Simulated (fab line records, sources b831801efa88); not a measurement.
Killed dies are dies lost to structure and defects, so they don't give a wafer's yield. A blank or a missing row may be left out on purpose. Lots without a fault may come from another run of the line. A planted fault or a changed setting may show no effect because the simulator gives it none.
fab line records | flow sky130 | part 1 of 2: steps 1 to 29 of 41
record lots=5 wafers=15 last_day=50
route steps=708 shown VT_ADJUST_HVTR@139 VT_ADJUST_PCH@143 SONOS_TUNNEL@154 SONOS_ONO@168
lots that met no fault: from a run of the same line without faults
start_h: hours from the record's first day to the start of the lot's first wafer shown | wait_h: hours since the lot's step before | " the same as in the row above | L1.1+2: a row that stands for several wafers | - no value, or no start given | * or withheld: withheld | < > ~ a bound
route shown NAME@n: a module of which the file shows steps, and the number in the route of the first | usual: mean/standard deviation of fault-free wafers | same: alike in all rows | chamber/n: place in a boat | sites: the reading at each site | _std_site: their standard deviation | _edge_site: outer sites' mean less inner sites' | radius_mm: how far each site lies from the wafer's centre | mask NAME#n: copy n | behind: the tool/chamber that last shaped the wafer | hold: why the lot was held/for how many hours/how that ended | device: the transistor (n, p or np) that didn't switch | end of line: the same wafers' tests at the end of the route | a step without rows: its recipe alone | killed: dies lost to structure and defects at the first sort, not the wafer's yield | map: a wafer's dies, x killed, . not, _ none there
set.NAME: the setting as run; set.NAME@STEP: as run at that earlier step | model.NAME: the simulator's own value behind a step, which no gauge read
lots at some steps of the route; a table a step, a row a wafer
services: from which hour (start_h, from the record's first day; less than 0 if before it) a tool's chamber was out of use, for how many hours, and why
## steps
# step SKY_VT_ADJUST_HVTR_OVL_MEAS_08
# usual VT_ADJUST_HVTR_OVL=0.1/1.5
# columns lot.wafer tool chamber start_h wait_h VT_ADJUST_HVTR_OVL[nm]
L076.3 overlay-02 - 219.71 0.1 -0.8
L076.4 " - " " -0.7
L076.5 " - " " -1.0
L084.2 overlay-01 - 286.86 0.1 1.7
L084.3 " - " " 1.8
L084.5 " - " " 2.3
L091.2 overlay-01 - 332.36 0.1 -0.1
L091.3 " - " " -0.5
L091.6 " - " " -0.5
L094.2 overlay-02 - 350.81 0.1 -0.8
L094.3 " - " " -1.4
L094.4 " - " " 1.4
L097.1 overlay-01 - 374.98 0.1 -3.0
L097.3 " - " " -1.7
L097.4 " - " " 0.1
# step SKY_VT_ADJUST_HVTR_IMPLANT_09
# recipe species=B energy_kev=10 dose_cm2=2.1e+12 tilt_deg=withheld
# usual dose_ions_cm2=2.1003e+12/2.3e+09
# columns lot.wafer tool chamber start_h wait_h dose_ions_cm2
L076.3 implanter-04 0 219.79 0.1 2.1026e+12
L076.4 " 0 " " 2.1014e+12
L076.5 " 0 " " 2.1009e+12
L084.2 implanter-04 0 286.91 0.0 2.0989e+12
L084.3 " 0 " " 2.0986e+12
L084.5 " 0 " " 2.1018e+12
L091.2 implanter-04 0 332.41 0.0 2.101e+12
L091.3 " 0 " " 2.0993e+12
L091.6 " 0 " " 2.0991e+12
L094.2 implanter-02 0 350.86 0.0 2.0973e+12
L094.3 " 0 " " 2.1003e+12
L094.4 " 0 " " 2.1005e+12
L097.1 implanter-04 0 375.02 0.0 2.1016e+12
L097.3 " 0 " " 2.1001e+12
L097.4 " 0 " " 2.0971e+12
# step SKY_VT_ADJUST_HVTR_STRIP_10
# recipe chemistry=O2/N2 power_w=1400 pressure_mtorr=1500 platen_temp_c=withheld o2_flow_sccm=3000 n2_flow_sccm=300 overash_fraction=0.5
# usual drypump_motor_current_A=5.76/0.21 oes_product_au=0.715/0.0045 strip_time_to_endpoint_s=14.18/0.039
# columns lot.wafer tool chamber start_h wait_h drypump_motor_current_A oes_product_au rf_hours_counter_h strip_time_to_endpoint_s
L076.3 plasma_asher-03 1 219.92 0.1 5.52 0.718 - 14.15
L076.4 " 0 " " 6.06 0.715 - 14.13
L076.5 " 1 " " 5.55 0.710 - 14.16
L084.2 plasma_asher-02 0 287.04 0.1 5.52 0.720 49 14.22
L084.3 " 1 " " 5.87 0.715 - 14.21
L084.5 " 1 " " 5.92 0.714 - 14.16
L091.2 plasma_asher-03 1 332.54 0.1 5.58 0.712 20 14.25
L091.3 " 1 " " 5.58 0.712 - 14.22
L091.6 " 1 " " 5.55 0.719 - 14.22
L094.2 plasma_asher-02 1 350.99 0.1 5.92 0.713 55 14.15
L094.3 " 1 " " 5.92 0.712 - 14.20
L094.4 " 0 " " 5.54 0.721 - 14.17
L097.1 plasma_asher-04 0 375.17 0.1 5.65 0.720 69 14.19
L097.3 " 1 " " 5.80 0.713 - 14.21
L097.4 " 0 " " 5.66 0.717 - 14.16
# step SKY_VT_ADJUST_HVTR_TW_MEAS_11
# usual VT_ADJUST_HVTR_TW=210.5/2
# columns lot.wafer tool chamber start_h wait_h VT_ADJUST_HVTR_TW
L076.3 film_metro-01 - 220.01 0.1 208.3
L076.4 " - " " 209.4
L076.5 " - " " 207.6
L084.2 film_metro-01 - 287.15 0.1 210.1
L084.3 " - " " 209.4
L084.5 " - " " 211.0
L091.2 film_metro-01 - 332.65 0.1 209.4
L091.3 " - " " 208.9
L091.6 " - " " 209.2
L094.2 film_metro-01 - 351.10 0.1 209.1
L094.3 " - " " 209.1
L094.4 " - " " 208.6
L097.1 film_metro-04 - 375.27 0.1 214.3
L097.3 " - " " 215.1
L097.4 " - " " 213.9
# step SKY_VT_ADJUST_PCH_DEHYDRATE_00
# recipe temp_c=200 time_s=60
# usual plate_temp_C=199.98/0.15
# columns lot.wafer tool chamber start_h wait_h plate_temp_C
L076.3 litho_track-04 0 230.99 11.0 200.17
L076.4 " 0 " " 200.11
L076.5 " 0 " " 199.90
L084.2 litho_track-04 0 299.26 12.1 199.89
L084.3 " 0 " " 199.98
L084.5 " 0 " " 200.16
L091.2 litho_track-03 0 345.76 13.1 200.06
L091.3 " 0 " " 200.29
L091.6 " 0 " " 199.96
L094.2 litho_track-03 0 364.76 13.6 199.73
L094.3 " 0 " " 199.96
L094.4 " 0 " " 199.88
L097.1 litho_track-02 0 388.00 12.7 200.15
L097.3 " 0 " " 199.94
L097.4 " 0 " " 200.14
# step SKY_VT_ADJUST_PCH_HMDS_01
# recipe prime_time_s=60 prime_temp_c=120
# columns lot.wafer tool chamber start_h wait_h
L076.3+4+5 litho_track-04 0 231.14 0.1
L084.2+3+5 litho_track-04 0 299.41 0.1
L091.2+3+6 litho_track-03 0 345.91 0.1
L094.2+3+4 litho_track-03 0 364.91 0.1
L097.1+3+4 litho_track-02 0 388.15 0.1
# step SKY_VT_ADJUST_PCH_COAT_02
# recipe spin_rpm=2000 resist_thk_nm=3000
# columns lot.wafer tool chamber start_h wait_h
L076.3+4+5 litho_track-04 0 231.29 0.1
L084.2+3+5 litho_track-04 0 299.56 0.1
L091.2+3+6 litho_track-03 0 346.06 0.1
L094.2+3+4 litho_track-03 0 365.06 0.1
L097.1+3+4 litho_track-02 0 388.30 0.1
# step SKY_VT_ADJUST_PCH_SOFTBAKE_03
# recipe temp_c=108.8 time_s=withheld
# usual plate_temp_C=108.79/0.14
# columns lot.wafer tool chamber start_h wait_h plate_temp_C
L076.3 litho_track-04 0 231.46 0.1 108.98
L076.4 " 0 " " 109.06
L076.5 " 0 " " 108.83
L084.2 litho_track-04 0 299.72 0.1 108.86
L084.3 " 0 " " 109.01
L084.5 " 0 " " 108.96
L091.2 litho_track-03 0 346.22 0.1 108.74
L091.3 " 0 " " 108.64
L091.6 " 0 " " 108.72
L094.2 litho_track-03 0 365.22 0.1 108.56
L094.3 " 0 " " 108.79
L094.4 " 0 " " 108.75
L097.1 litho_track-02 0 388.45 0.1 108.71
L097.3 " 0 " " 108.87
L097.4 " 0 " " 108.68
# step SKY_VT_ADJUST_PCH_EXPOSE_04
# recipe mask_id=NWM na=0.6 source_shape=conventional sigma_outer=0.6 polarization=unpolarized target_cd_nm=840 dose_mj=255
# columns lot.wafer tool chamber start_h wait_h mask
L076.3+4+5 iline_stepper-02 0 - - NWM#0
L084.2+3+5 iline_stepper-02 0 - - NWM#0
L091.2+3+6 iline_stepper-01 0 - - NWM#0
L094.2+3+4 iline_stepper-02 0 - - NWM#0
L097.1+3+4 iline_stepper-02 0 - - NWM#0
# step SKY_VT_ADJUST_PCH_PEB_05
# recipe temp_c=115 time_s=withheld
# usual plate_temp_C=115.00/0.12
# columns lot.wafer tool chamber start_h wait_h plate_temp_C
L076.3 litho_track-04 0 - - 114.70
L076.4 " 0 " " 114.79
L076.5 " 0 " " 115.01
L084.2 litho_track-02 0 - - 114.92
L084.3 " 0 " " 115.00
L084.5 " 0 " " 115.16
L091.2 litho_track-04 0 - - 114.69
L091.3 " 0 " " 114.88
L091.6 " 0 " " 114.90
L094.2 litho_track-04 0 - - 115.03
L094.3 " 0 " " 115.01
L094.4 " 0 " " 115.21
L097.1 litho_track-02 0 - - 114.98
L097.3 " 0 " " 115.01
L097.4 " 0 " " 114.86
# step SKY_VT_ADJUST_PCH_DEVELOP_06
# recipe wall_angle_deg=90 developer=TMAH develop_time_s=60 dev_temp_c=23
# usual developer_temp_C=23.01/0.11
# columns lot.wafer tool chamber start_h wait_h developer_temp_C
L076.3 litho_track-04 0 - - 22.91
L076.4 " 0 " " 22.98
L076.5 " 0 " " 22.88
L084.2 litho_track-02 0 - - 23.04
L084.3 " 0 " " 23.05
L084.5 " 0 " " 23.08
L091.2 litho_track-04 0 - - 23.05
L091.3 " 0 " " 23.00
L091.6 " 0 " " 23.03
L094.2 litho_track-04 0 - - 23.06
L094.3 " 0 " " 22.92
L094.4 " 0 " " 22.95
L097.1 litho_track-02 0 - - 22.85
L097.3 " 0 " " 22.93
L097.4 " 0 " " 22.65
# step SKY_VT_ADJUST_PCH_OVL_MEAS_07
# usual VT_ADJUST_PCH_OVL=0.5/1.4
# columns lot.wafer tool chamber start_h wait_h VT_ADJUST_PCH_OVL[nm]
L076.3 overlay-02 - 243.00 - -0.3
L076.4 " - " " -0.4
L076.5 " - " " -1.1
L084.2 overlay-02 - 311.60 - -1.0
L084.3 " - " " 2.4
L084.5 " - " " 0.2
L091.2 overlay-02 - 360.39 - 3.3
L091.3 " - " " 1.9
L091.6 " - " " 2.8
L094.2 overlay-01 - 379.64 - 0.5
L094.3 " - " " 0.7
L094.4 " - " " -3.2
L097.1 overlay-02 - 403.10 - 1.2
L097.3 " - " " 0.5
L097.4 " - " " 0.9
# step SKY_VT_ADJUST_PCH_IMPLANT_08
# recipe species=B energy_kev=10 dose_cm2=5e+11 tilt_deg=withheld
# usual dose_ions_cm2=5e+11/4.9e+08
# columns lot.wafer tool chamber start_h wait_h dose_ions_cm2
L076.3 implanter-03 0 243.07 0.1 5.001e+11
L076.4 " 0 " " 4.997e+11
L076.5 " 0 " " 5.005e+11
L084.2 implanter-03 0 311.66 0.0 5.002e+11
L084.3 " 0 " " 4.996e+11
L084.5 " 0 " " 4.993e+11
L091.2 implanter-03 0 360.45 0.0 5.001e+11
L091.3 " 0 " " 5.006e+11
L091.6 " 0 " " 5.003e+11
L094.2 implanter-03 0 379.70 0.0 5.003e+11
L094.3 " 0 " " 4.998e+11
L094.4 " 0 " " 4.997e+11
L097.1 implanter-03 0 403.13 0.0 5e+11
L097.3 " 0 " " 5.003e+11
L097.4 " 0 " " 4.998e+11
# step SKY_VT_ADJUST_PCH_STRIP_09
# recipe chemistry=O2/N2 power_w=1400 pressure_mtorr=1500 platen_temp_c=withheld o2_flow_sccm=3000 n2_flow_sccm=300 overash_fraction=0.5
# usual drypump_motor_current_A=5.78/0.17 oes_product_au=0.722/0.0048 strip_time_to_endpoint_s=37.07/0.1
# columns lot.wafer tool chamber start_h wait_h drypump_motor_current_A oes_product_au rf_hours_counter_h strip_time_to_endpoint_s
L076.3 plasma_asher-03 0 243.21 0.1 6.07 0.718 - 36.88
L076.4 " 1 " " 5.58 0.721 - 36.83
L076.5 " 1 " " 5.60 0.718 - 36.91
L084.2 plasma_asher-02 1 311.78 0.1 5.91 0.727 51 37.09
L084.3 " 1 " " 5.88 0.723 - 37.09
L084.5 " 0 " " 5.54 0.715 - 37.00
L091.2 plasma_asher-02 1 360.57 0.1 5.89 0.724 56 37.18
L091.3 " 1 " " 5.92 0.721 - 36.99
L091.6 " 0 " " 5.55 0.728 - 37.06
L094.2 plasma_asher-01 1 379.82 0.1 5.77 0.718 67 37.13
L094.3 " 0 " " 5.83 0.721 - 37.01
L094.4 " 1 " " 5.77 0.728 - 36.99
L097.1 plasma_asher-02 1 403.28 0.1 5.86 0.718 60 37.13
L097.3 " 1 " " 5.88 0.727 - 37.13
L097.4 " 0 " " 5.54 0.723 - 37.11
# step SKY_VT_ADJUST_PCH_TW_MEAS_10
# usual VT_ADJUST_PCH_TW=142.4/1.5
# columns lot.wafer tool chamber start_h wait_h VT_ADJUST_PCH_TW
L076.3 film_metro-03 - 243.29 0.1 140.8
L076.4 " - " " 140.4
L076.5 " - " " 140.6
L084.2 film_metro-02 - 311.89 0.1 141.3
L084.3 " - " " 140.9
L084.5 " - " " 141.0
L091.2 film_metro-03 - 360.68 0.1 142.1
L091.3 " - " " 141.8
L091.6 " - " " 142.3
L094.2 film_metro-03 - 379.93 0.1 140.8
L094.3 " - " " 141.3
L094.4 " - " " 141.7
L097.1 film_metro-04 - 403.38 0.1 144.4
L097.3 " - " " 145.2
L097.4 " - " " 144.9
# step SKY_SONOS_TUNNEL_DEHYDRATE_00
# recipe temp_c=200 time_s=60
# usual plate_temp_C=199.97/0.15
# columns lot.wafer tool chamber start_h wait_h plate_temp_C
L076.3 litho_track-04 0 254.69 11.4 199.91
L076.4 " 0 " " 200.01
L076.5 " 0 " " 200.10
L084.2 litho_track-01 0 324.43 12.5 199.68
L084.3 " 0 " " 199.89
L084.5 " 0 " " 199.88
L091.2 litho_track-03 0 374.16 13.5 200.09
L091.3 " 0 " " 200.00
L091.6 " 0 " " 200.06
L094.2 litho_track-03 0 393.51 13.6 200.02
L094.3 " 0 " " 199.85
L094.4 " 0 " " 199.75
L097.1 litho_track-01 0 418.21 14.8 200.06
L097.3 " 0 " " 200.03
L097.4 " 0 " " 200.11
# step SKY_SONOS_TUNNEL_HMDS_01
# recipe prime_time_s=60 prime_temp_c=120
# columns lot.wafer tool chamber start_h wait_h
L076.3+4+5 litho_track-04 0 254.84 0.1
L084.2+3+5 litho_track-01 0 324.58 0.1
L091.2+3+6 litho_track-03 0 374.31 0.1
L094.2+3+4 litho_track-03 0 393.66 0.1
L097.1+3+4 litho_track-01 0 418.36 0.1
# step SKY_SONOS_TUNNEL_COAT_02
# recipe resist=NOVOLAK spin_rpm=3000 resist_thk_nm=1140
# columns lot.wafer tool chamber start_h wait_h
L076.3+4+5 litho_track-04 0 254.99 0.1
L084.2+3+5 litho_track-01 0 324.73 0.1
L091.2+3+6 litho_track-03 0 374.46 0.1
L094.2+3+4 litho_track-03 0 393.81 0.1
L097.1+3+4 litho_track-01 0 418.51 0.1
# step SKY_SONOS_TUNNEL_SOFTBAKE_03
# recipe temp_c=90 time_s=60 resist=NOVOLAK
# usual plate_temp_C=89.98/0.11
# columns lot.wafer tool chamber start_h wait_h plate_temp_C
L076.3 litho_track-04 0 255.14 0.1 89.98
L076.4 " 0 " " 89.97
L076.5 " 0 " " 90.09
L084.2 litho_track-01 0 324.88 0.1 90.22
L084.3 " 0 " " 90.03
L084.5 " 0 " " 90.00
L091.2 litho_track-03 0 374.61 0.1 90.08
L091.3 " 0 " " 90.04
L091.6 " 0 " " 89.99
L094.2 litho_track-03 0 393.96 0.1 90.05
L094.3 " 0 " " 90.05
L094.4 " 0 " " 89.92
L097.1 litho_track-01 0 418.66 0.1 89.79
L097.3 " 0 " " 89.95
L097.4 " 0 " " 89.82
# step SKY_SONOS_TUNNEL_EXPOSE_04
# recipe mask_id=TUNM na=0.6 source_shape=conventional sigma_outer=0.6 polarization=unpolarized target_cd_nm=410 dose_mj=136
# columns lot.wafer tool chamber start_h wait_h mask
L076.3+4+5 iline_stepper-01 0 - - TUNM#0
L084.2+3+5 iline_stepper-02 0 - - TUNM#0
L091.2+3+6 iline_stepper-01 0 - - TUNM#0
L094.2+3+4 iline_stepper-02 0 - - TUNM#0
L097.1+3+4 iline_stepper-01 0 - - TUNM#0
# step SKY_SONOS_TUNNEL_PEB_05
# recipe temp_c=withheld time_s=* resist=NOVOLAK
# columns lot.wafer tool chamber start_h wait_h
L076.3+4+5 litho_track-01 0 - -
L084.2+3+5 litho_track-01 0 - -
L091.2+3+6 litho_track-03 0 - -
L094.2+3+4 litho_track-01 0 - -
L097.1+3+4 litho_track-04 0 - -
# step SKY_SONOS_TUNNEL_DEVELOP_06
# recipe resist=NOVOLAK developer=TMAH develop_time_s=58.7 dev_temp_c=23
# usual developer_temp_C=22.99/0.11
# columns lot.wafer tool chamber start_h wait_h developer_temp_C
L076.3 litho_track-01 0 266.66 0.1 22.91
L076.4 " 0 " " 22.95
L076.5 " 0 " " 22.86
L084.2 litho_track-01 0 338.23 0.1 23.00
L084.3 " 0 " " 23.00
L084.5 " 0 " " 22.89
L091.2 litho_track-03 0 388.46 0.1 22.93
L091.3 " 0 " " 22.98
L091.6 " 0 " " 23.11
L094.2 litho_track-01 0 408.33 0.1 23.00
L094.3 " 0 " " 22.97
L094.4 " 0 " " 22.94
L097.1 litho_track-04 0 433.19 0.1 22.88
L097.3 " 0 " " 22.92
L097.4 " 0 " " 22.79
# step SKY_SONOS_TUNNEL_CD_MEAS_07
# recipe target_cd_nm=410
# usual cd_nm=410.9/2.5
# columns lot.wafer tool chamber start_h wait_h cd_nm
L076.3 cd_sem-02 - 266.80 0.1 409.4
L076.4 " - " " 410.1
L076.5 " - " " 411.8
L084.2 cd_sem-02 - 338.38 0.1 412.2
L084.3 " - " " 410.2
L084.5 " - " " 410.1
L091.2 cd_sem-02 - 388.60 0.1 413.8
L091.3 " - " " 409.8
L091.6 " - " " 409.6
L094.2 cd_sem-02 - 408.48 0.1 410.7
L094.3 " - " " 411.8
L094.4 " - " " 413.9
L097.1 cd_sem-02 - 433.34 0.1 411.4
L097.3 " - " " 413.6
L097.4 " - " " 411.2
# step SKY_SONOS_TUNNEL_OVL_MEAS_08
# usual SONOS_TUNNEL_OVL=0.3/1.2
# columns lot.wafer tool chamber start_h wait_h SONOS_TUNNEL_OVL[nm]
L076.3 overlay-01 - 266.89 0.1 -0.1
L076.4 " - " " 1.0
L076.5 " - " " 1.3
L084.2 overlay-02 - 338.49 0.1 -1.0
L084.3 " - " " -2.7
L084.5 " - " " -2.6
L091.2 overlay-02 - 388.71 0.1 1.4
L091.3 " - " " 0.2
L091.6 " - " " 0.7
L094.2 overlay-01 - 408.58 0.1 0.7
L094.3 " - " " -0.4
L094.4 " - " " 1.6
L097.1 overlay-02 - 433.46 0.1 -0.8
L097.3 " - " " 2.1
L097.4 " - " " 1.9
# step SKY_SONOS_TUNNEL_IMPLANT_09
# recipe species=B energy_kev=20 dose_cm2=1e+12 tilt_deg=withheld
# usual dose_ions_cm2=1e+12/9.7e+08
# columns lot.wafer tool chamber start_h wait_h dose_ions_cm2
L076.3 implanter-02 0 266.97 0.1 9.998e+11
L076.4 " 0 " " 9.979e+11
L076.5 " 0 " " 9.993e+11
L084.2 implanter-01 0 338.54 0.0 9.99e+11
L084.3 " 0 " " 9.983e+11
L084.5 " 0 " " 1.0009e+12
L091.2 implanter-03 0 388.76 0.0 9.992e+11
L091.3 " 0 " " 1.0003e+12
L091.6 " 0 " " 1.0011e+12
L094.2 implanter-03 0 408.64 0.0 1.0001e+12
L094.3 " 0 " " 9.984e+11
L094.4 " 0 " " 9.984e+11
L097.1 implanter-03 0 433.49 0.0 9.97e+11
L097.3 " 0 " " 9.992e+11
L097.4 " 0 " " 9.986e+11
# step SKY_SONOS_TUNNEL_WET_ETCH_10
# recipe chemistry=dHF target_depth_nm=14 target=SiO2 dilution=100:1 temp_c=25 time_s=280
# columns lot.wafer tool chamber start_h wait_h
L076.3+4+5 wet_bench-02 3 267.07 0.1
L084.2+3+5 wet_bench-01 3 338.67 0.1
L091.2+3+6 wet_bench-02 3 388.89 0.1
L094.2+3+4 wet_bench-02 1 408.76 0.1
L097.1+3+4 wet_bench-04 0 433.64 0.1
# step SKY_SONOS_TUNNEL_STRIP_11
# recipe chemistry=SPM time_s=600 temp_c=130
# columns lot.wafer tool chamber start_h wait_h
L076.3+4+5 wet_bench-01 3 267.15 0.0
L084.2+3+5 wet_bench-04 1 338.76 0.0
L091.2+3+6 wet_bench-04 2 388.97 0.0
L094.2+3+4 wet_bench-01 1 408.86 0.0
L097.1+3+4 wet_bench-02 1 433.74 0.0
# step SKY_SONOS_TUNNEL_TW_MEAS_12
# usual SONOS_TUNNEL_TW=198.5/2.3
# columns lot.wafer tool chamber start_h wait_h SONOS_TUNNEL_TW
L076.3 film_metro-04 - 267.35 0.0 200.1
L076.4 " - " " 200.3
L076.5 " - " " 198.7
L084.2 film_metro-03 - 338.96 0.0 196.0
L084.3 " - " " 195.7
L084.5 " - " " 196.6
L091.2 film_metro-03 - 389.16 0.0 197.3
L091.3 " - " " 196.5
L091.6 " - " " 195.5
L094.2 film_metro-01 - 409.04 0.0 195.6
L094.3 " - " " 196.5
L094.4 " - " " 195.4
L097.1 film_metro-01 - 433.95 0.0 196.0
L097.3 " - " " 195.6
L097.4 " - " " 194.7
# step SKY_SONOS_TUNNEL_CLEAN_13
# recipe chemistry=dHF time_s=20 dilution=100:1 dry=ipa_marangoni
# columns lot.wafer tool chamber start_h wait_h
L076.3+4+5 wet_bench-02 2 267.39 0.0
L084.2+3+5 wet_bench-02 0 339.01 0.0
L091.2+3+6 wet_bench-01 1 389.21 0.0
L094.2+3+4 wet_bench-04 0 409.09 0.0
L097.1+3+4 wet_bench-04 2 434.01 0.1
